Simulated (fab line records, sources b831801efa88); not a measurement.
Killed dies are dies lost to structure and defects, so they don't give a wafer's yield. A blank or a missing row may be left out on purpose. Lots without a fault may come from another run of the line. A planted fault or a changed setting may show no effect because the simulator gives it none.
A struck lot beside a sound one | flow sky130 | 23 steps out of a route of 708
Sound: wafers L592.3, L592.4, L592.6. Struck: wafers L588.3, L588.5, L588.6. The cause comes at the end.
At each step with rows: each side's tool, then ch and its chambers, then its first start. Under that, the readings that differ: sound wafers | struck wafers | difference of the means | sigmas: that difference in standard deviations of wafers without a fault.
alike: readings whose means differ by less than 2 such deviations, and words and numbers that are the same on both sides. not compared: withheld readings, readings that some wafer has no value for, bounds like >300 that may hide the same value, and numbers for which the record gives no deviation and whose values overlap.
The two part at a step that has a row with sigmas, a row that says differs or no value, or rows on one side only. Numbers that don't overlap but have no deviation are shown without sigmas and don't part them. A reading that every wafer of one side lacks parts them only if that side has two wafers or more.

first, 8 steps without rows for these wafers: SKY_RES_XHIGH_DEHYDRATE_00 (time 60 s); SKY_RES_XHIGH_HMDS_01 (prime time 60 s); SKY_RES_XHIGH_COAT_02 (resist thk 1140 nm); SKY_RES_XHIGH_SOFTBAKE_03 (time 60 s); SKY_RES_XHIGH_EXPOSE_04 (exposes mask URPM, target cd 1270 nm); SKY_RES_XHIGH_PEB_05; SKY_RES_XHIGH_DEVELOP_06 (develop time 60 s); SKY_RES_XHIGH_IMPLANT_07.
SKY_RES_XHIGH_STRIP_08: strips in O2/N2.
  sound on plasma_asher-03 ch 0,1, day 32 05:09; struck on plasma_asher-01 ch 0,1, day 31 02:13
  alike: drypump_motor_current_A, oes_product_au, strip_time_to_endpoint_s
  not compared: rf_hours_counter_h
SKY_RES_XHIGH_TW_MEAS_09:
  sound on film_metro-01, day 32 05:14; struck on film_metro-01, day 31 02:17
  alike: RES_XHIGH_TW
then, 2 steps without rows for these wafers: SKY_SD_N_DEHYDRATE_00 (time 60 s); SKY_SD_N_HMDS_01 (prime time 60 s).
SKY_SD_N_COAT_02: resist thk 1140 nm.
  sound on litho_track-01 ch 0, day 32 18:10; struck on litho_track-02 ch 0, day 31 15:10
  reading                                   | sound          | struck            | difference | sigmas
  model.NOVOLAK_of_SD_N_COAT_02.thk_nm (nm) | 1135 1133 1135 | 695.3 694.7 694.7 | -439.4     |
  alike: spin_speed_rpm
then, 3 steps without rows for these wafers: SKY_SD_N_SOFTBAKE_03 (time 60 s); SKY_SD_N_EXPOSE_04 (exposes mask NSDM, target cd 380 nm); SKY_SD_N_PEB_05.
SKY_SD_N_DEVELOP_06: develop time 60 s.
  sound on litho_track-03 ch 0, day 33 07:26; struck on litho_track-02 ch 0, day 32 04:46
  reading                                   | sound          | struck            | difference | sigmas
  model.NOVOLAK_of_SD_N_COAT_02.thk_nm (nm) | 1134 1133 1134 | 694.9 694.3 694.3 | -439.2     |
SKY_SD_N_CD_MEAS_07: target cd 380 nm.
  sound on cd_sem-02, day 33 07:34; struck on cd_sem-01, day 32 04:54
  reading    | sound             | struck            | difference | sigmas
  cd_nm (nm) | 381.0 379.3 381.2 | 433.9 434.1 429.8 | +52.1      | +19
SKY_SD_N_OVL_MEAS_08:
  sound on overlay-02, day 33 07:40; struck on overlay-01, day 32 04:59
  alike: SD_N_OVL
then, 2 steps without rows for these wafers: SKY_SD_N_IMPLANT_09; SKY_SD_N_IMPLANT_10.
SKY_SD_N_STRIP_11: strips in O2/N2.
  sound on plasma_asher-01 ch 0,1, day 33 08:01; struck on plasma_asher-04 ch 0,1, day 32 05:21
  reading                      | sound             | struck            | difference | sigmas
  oes_product_au (a.u.)        | 0.529 0.523 0.529 | 0.468 0.466 0.464 | -0.061     | -13
  strip_time_to_endpoint_s (s) | 22.50 22.49 22.49 | 17.50 17.51 17.49 | -4.99      | -99 or more
  alike: drypump_motor_current_A
  not compared: rf_hours_counter_h
SKY_SD_N_TW_MEAS_12:
  sound on film_metro-03, day 33 08:07; struck on film_metro-01, day 32 05:26
  alike: SD_N_TW

WHERE THEY PART
First at SKY_SD_N_CD_MEAS_07; last, within this record, at SKY_SD_N_STRIP_11. Later steps at which nothing parts them and some readings are alike: SKY_SD_N_TW_MEAS_12.

WHY: what the simulator had put in
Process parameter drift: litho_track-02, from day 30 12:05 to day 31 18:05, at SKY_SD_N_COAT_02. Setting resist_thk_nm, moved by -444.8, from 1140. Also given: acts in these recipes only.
